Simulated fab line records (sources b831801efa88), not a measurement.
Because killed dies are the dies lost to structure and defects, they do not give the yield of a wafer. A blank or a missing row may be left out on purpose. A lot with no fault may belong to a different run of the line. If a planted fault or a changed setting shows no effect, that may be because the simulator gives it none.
Matching of chambers || flow gf180mcu || cmp-02 running GF_V5_CMP_26: 4 sister chambers
The step polishes, stops on SiO2, t overpolish 15 s, target thk 0 nm. 14 wafers are shown with their chamber, then 7 later ones without.

== EACH WAFER AND ITS CHAMBER ==
{"wafer": "L101.3", "chamber": 2, "motorCurrentA (A)": 11.4, "timeToEndpointS (s)": 84, "overpolishRunS (s)": 14.996}
{"wafer": "L101.4", "chamber": 1, "motorCurrentA (A)": 10.6, "timeToEndpointS (s)": 88, "overpolishRunS (s)": 14.992}
{"wafer": "L101.5", "chamber": 2, "motorCurrentA (A)": 11.0, "timeToEndpointS (s)": 87, "overpolishRunS (s)": 14.989}
{"wafer": "L102.2", "chamber": 2, "motorCurrentA (A)": 11.1, "timeToEndpointS (s)": 84, "overpolishRunS (s)": 15.008}
{"wafer": "L102.3", "chamber": 1, "motorCurrentA (A)": 10.2, "timeToEndpointS (s)": 85, "overpolishRunS (s)": 15.007}
{"wafer": "L102.6", "chamber": 3, "motorCurrentA (A)": 9.6, "timeToEndpointS (s)": 85, "overpolishRunS (s)": 14.984}
{"wafer": "L104.1", "chamber": 3, "motorCurrentA (A)": 9.8, "timeToEndpointS (s)": 86, "overpolishRunS (s)": 15.000}
{"wafer": "L104.3", "chamber": 0, "motorCurrentA (A)": 9.9, "timeToEndpointS (s)": 81, "overpolishRunS (s)": 15.006}
{"wafer": "L104.4", "chamber": 2, "motorCurrentA (A)": 10.8, "timeToEndpointS (s)": 88, "overpolishRunS (s)": 15.010}
{"wafer": "L116.1", "chamber": 2, "motorCurrentA (A)": 11.0, "timeToEndpointS (s)": 83, "overpolishRunS (s)": 14.999}
{"wafer": "L116.2", "chamber": 1, "motorCurrentA (A)": 10.1, "timeToEndpointS (s)": 91, "overpolishRunS (s)": 15.003}
{"wafer": "L116.4", "chamber": 3, "motorCurrentA (A)": 9.9, "timeToEndpointS (s)": 85, "overpolishRunS (s)": 14.996}
{"wafer": "L117.2", "chamber": 2, "motorCurrentA (A)": 10.8, "timeToEndpointS (s)": 82, "overpolishRunS (s)": 15.012}
{"wafer": "L117.3", "chamber": 0, "motorCurrentA (A)": 10.2, "timeToEndpointS (s)": 82, "overpolishRunS (s)": 14.994}

SIGNATURES (means of the wafers above)
{"reading": "motorCurrentA", "chamber 0": 10.050, "chamber 1": 10.300, "chamber 2": 11.017, "chamber 3": 9.767, "scatter within a chamber": 0.219}
{"reading": "timeToEndpointS", "chamber 0": 81.50, "chamber 1": 88.00, "chamber 2": 84.67, "chamber 3": 85.33, "scatter within a chamber": 2.16}
{"reading": "overpolishRunS", "chamber 0": 15.00000, "chamber 1": 15.00067, "chamber 2": 15.00233, "chamber 3": 14.99333, "scatter within a chamber": 0.00863}
Rule: a wafer lies at a distance from a chamber equal to the root of the sum of squares, over the readings, of (its reading less the chamber's mean, divided by the reading's scatter). The wafer belongs to the nearest chamber; if the next one is less than 2 further off, it can't be placed. The scatter: take each reading less its chamber's mean, square it, sum over the shown wafers, divide by the number of wafers less the number of chambers, and take the root.

== WAFERS WITH NO CHAMBER GIVEN ==
{"wafer": "L117.5", "motorCurrentA (A)": 10.3, "timeToEndpointS (s)": 87, "overpolishRunS (s)": 15.011}
{"wafer": "L118.2", "motorCurrentA (A)": 10.7, "timeToEndpointS (s)": 85, "overpolishRunS (s)": 15.003}
{"wafer": "L118.5", "motorCurrentA (A)": 10.4, "timeToEndpointS (s)": 91, "overpolishRunS (s)": 14.996}
{"wafer": "L118.6", "motorCurrentA (A)": 9.8, "timeToEndpointS (s)": 84, "overpolishRunS (s)": 14.993}
{"wafer": "L121.1", "motorCurrentA (A)": 9.4, "timeToEndpointS (s)": 85, "overpolishRunS (s)": 15.004}
{"wafer": "L121.2", "motorCurrentA (A)": 10.2, "timeToEndpointS (s)": 86, "overpolishRunS (s)": 14.992}
{"wafer": "L121.3", "motorCurrentA (A)": 9.9, "timeToEndpointS (s)": 84, "overpolishRunS (s)": 15.001}

== CHAMBER TAKEN BY EACH ==
{"wafer": "L117.5", "from the rows above": "can't be placed: 1 or 0 or 3", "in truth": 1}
{"wafer": "L118.2", "from the rows above": "can't be placed: 2 or 1 or 0", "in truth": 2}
{"wafer": "L118.5", "from the rows above": 1, "in truth": 1}
{"wafer": "L118.6", "from the rows above": "can't be placed: 3 or 0", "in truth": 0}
{"wafer": "L121.1", "from the rows above": "can't be placed: 3 or 0", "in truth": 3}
{"wafer": "L121.2", "from the rows above": "can't be placed: 1 or 3 or 0", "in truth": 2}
{"wafer": "L121.3", "from the rows above": "can't be placed: 3 or 0 or 1", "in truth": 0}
Placed correctly: 1 of 7. From these rows, 6 cannot be placed; in 5 the true chamber is one of the candidates. Placed wrongly: 0.
